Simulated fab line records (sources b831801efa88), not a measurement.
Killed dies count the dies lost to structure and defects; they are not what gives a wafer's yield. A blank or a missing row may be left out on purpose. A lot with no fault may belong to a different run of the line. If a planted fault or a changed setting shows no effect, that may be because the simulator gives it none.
A single fault, viewed from 2 desks / flow sky130 / what lay behind the numbers comes last; until then each desk has only its own

DESK OF THE TOOL OWNER: implanter-03
The tool's own readings at SKY_VT_ADJUST_NCORE_IMPLANT_09, given as means over the sampled wafers that have a number, one for each lot that went through this tool. A lot is out of limits, marked OUT, if its mean lies more than 4 standard deviations from the usual mean; the brackets give that distance.
Columns: A = beam-energy-keV at SKY_VT_ADJUST_NCORE_IMPLANT_09, usual 9.999
lot=L467; first seen here=day 9 05:51; A=10.003
lot=L475; first seen here=day 11 12:53; A=7.301 (-99 or more) OUT
lot=L477; first seen here=day 12 06:23; A=7.301 (-99 or more) OUT
lot=L488; first seen here=day 15 16:37; A=9.999
This desk's finding: out of limits on L475, L477; first on L475, day 11 12:53 (beam-energy-keV at SKY_VT_ADJUST_NCORE_IMPLANT_09). Within limits: L467, L488.

METROLOGY DESK
What the gauges read for every lot (on any tool): the sampled wafers with a number, averaged. A lot is out of limits, marked OUT, if its mean lies more than 4 standard deviations from the usual mean; the brackets give that distance.
Columns: A = PWDE_OVL at SKY_PWDE_OVL_MEAS_07, usual 0.2 nm; B = NWELL_01_OVL at SKY_NWELL_OVL_MEAS_23, usual -0.4 nm; C = VT_ADJUST_LVTN_01_OVL at SKY_VT_ADJUST_LVTN_OVL_MEAS_18, usual -1.0 nm; D = VT_ADJUST_NCORE_TW at SKY_VT_ADJUST_NCORE_TW_MEAS_11, usual 219.7
lot=L465; first seen here=day 3 19:22; A=0.1; B=0.1; C=0.3; D=223.8
lot=L466; first seen here=day 3 23:50; A=1.2; B=-1.0; C=-1.9; D=217.5
lot=L467; first seen here=day 4 05:17; A=-1.6; B=0.2; C=-1.1; D=218.4
lot=L475; first seen here=day 6 04:48; A=0.3; B=-2.7; C=-2.2; D=207.9 (-4.6) OUT
lot=L477; first seen here=day 6 16:37; A=-0.3; B=-1.1; C=-0.3; D=204.0 (-6.0) OUT
lot=L479; first seen here=day 7 00:45; A=1.3; B=-1.0; C=-1.6; D=217.4
lot=L480; first seen here=day 7 12:37; A=-1.2; B=-0.5; C=-1.9; D=217.8
lot=L487; first seen here=day 8 22:06; A=-0.7; B=2.1; C=-2.0; D=217.4
lot=L488; first seen here=day 9 11:52; A=-2.1; B=-0.5; C=-0.6; D=215.4
This desk's result: L475, L477 out of limits, first on L475 (VT_ADJUST_NCORE_TW at SKY_VT_ADJUST_NCORE_TW_MEAS_11), day 11 13:08. Within limits: L465, L466, L467, L479, L480, L487, L488.

TAKEN TOGETHER
On L475, L477, at day 11 12:53, an alarm was possible from the tool owner's desk.
The metrology desk could have raised an alarm at day 11 13:08, on L475, L477.
Every lot named ran SKY_VT_ADJUST_NCORE_IMPLANT_09 on implanter-03.

WHAT HAD BEEN PUT IN BY THE SIMULATOR
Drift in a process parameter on implanter-03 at SKY_VT_ADJUST_NCORE_IMPLANT_09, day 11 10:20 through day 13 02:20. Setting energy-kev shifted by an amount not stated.
Lots struck among those shown: L475, L477.
Time in hours from fault onset to the first out-of-limits reading at each desk: tool owner's desk 3, metrology desk 3.
